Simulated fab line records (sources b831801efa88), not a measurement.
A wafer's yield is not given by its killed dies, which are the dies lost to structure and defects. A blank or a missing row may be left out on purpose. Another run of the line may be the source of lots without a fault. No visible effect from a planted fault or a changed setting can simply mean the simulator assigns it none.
Code-filled problem report in 8D (eight disciplines) form ; flow sky130 ; the parts of the form that need people (team, actions taken, sign-off) are left out

1. THE ISSUE
PASSIVATION_CVD_02_THK at SKY_PASSIVATION_THK_MEAS_03 reads a mean of 320 nm on 2 wafers of 2 lots; wafers without a fault read 540 nm with a standard deviation of 7.6. Measured from the usual mean, that is -29 standard deviations.
The first sign was on wafer L591.1 at day 49 01:02, on film_metro-04. At this step, 32 wafers from 12 lots have a number in the record. The rule behind "out" and "out of limits": a value lying over 4 standard deviations away from the usual mean. The rest of the wafers with a number are treated as sound.

2. WHAT IT IS, WHAT IT ISN'T
question;is;is not
which readings at this step;PASSIVATION_CVD_02_THK;-
which lots;L591, L593;L572, L577, L578, L579, L580, L583, L584, L585, L586, L589
which wafers of those lots;all that have a number;-
read on which gauges;film_metro-04;film_metro-01, film_metro-03
when;from day 49 01:02;up to then (30 sound wafers)

3. SUSPECTS, AND WHAT RULES EACH OUT
Counting: a tool at any process step up to the reading remains a suspect when it ran all the lots that are out and ran no sound lot after the first of those.
- the gauge at SKY_PASSIVATION_THK_MEAS_03 has been ruled out. All the wafers that are out were read on film_metro-04, but those of them that SKY_PASSIVATION_ETCH_11 has rows for are out there too, on other tools.
- pecvd-02 at SKY_PASSIVATION_CVD_02 (deposits Si3N4, target thk 540 nm): kept. It processed each lot that is out, first L591 at day 49 00:49, and no sound lot thereafter; up to then, the last sound lot it processed was L585 at day 47 16:05.
After counting, what remains is pecvd-02 at SKY_PASSIVATION_CVD_02.

4. THE CAUSE (what the simulator had put in)
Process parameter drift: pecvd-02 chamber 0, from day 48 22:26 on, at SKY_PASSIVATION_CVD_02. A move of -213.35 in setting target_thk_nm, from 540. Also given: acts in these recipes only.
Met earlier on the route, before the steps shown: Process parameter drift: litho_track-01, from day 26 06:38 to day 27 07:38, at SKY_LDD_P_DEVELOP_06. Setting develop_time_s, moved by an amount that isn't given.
Only this tool survived the counting.

5. THE CHAIN OF EFFECTS, in route order
Each row: a reading where the mean over the struck wafers with a number is more than 3 standard deviations away from the usual. Only readings whose record carries a usual standard deviation are examined. hours: median over the lots of the time between each lot's start at the first step of this table that gives one and its start at this step. sigmas: the change, counted in usual standard deviations.
hours;step;reading;usual;on struck wafers;change;sigmas
0;SKY_PASSIVATION_THK_MEAS_03;PASSIVATION_CVD_02_THK;540 nm;320;-220;-29
17;SKY_PASSIVATION_ETCH_11;oes_product_au;0.976 a.u.;0.790;-0.186;-24
17;SKY_PASSIVATION_ETCH_11;throttle_valve_pct;5.964 %;5.909;-0.055;-6.2
Here are the process steps it includes:
- SKY_PASSIVATION_ETCH_11: etches the open film in CF4/O2, stops on AlCu, target depth 725 nm, time 161.1 s.

6. WHAT WOULD HAVE CAUGHT IT SOONER
In this record the first reading out of limits at a measuring or inspecting step was taken at day 49 01:02, 3 hours after the fault began at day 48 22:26.
No tool reading at SKY_PASSIVATION_CVD_02 that has a usual standard deviation in the record was out on any struck wafer, so an alarm limit of 4 standard deviations on those readings would not have fired.
Of the lots that are out (2), L593 began SKY_PASSIVATION_CVD_02 on pecvd-02 after day 49 01:02. Holding the tool at that time would have saved it.
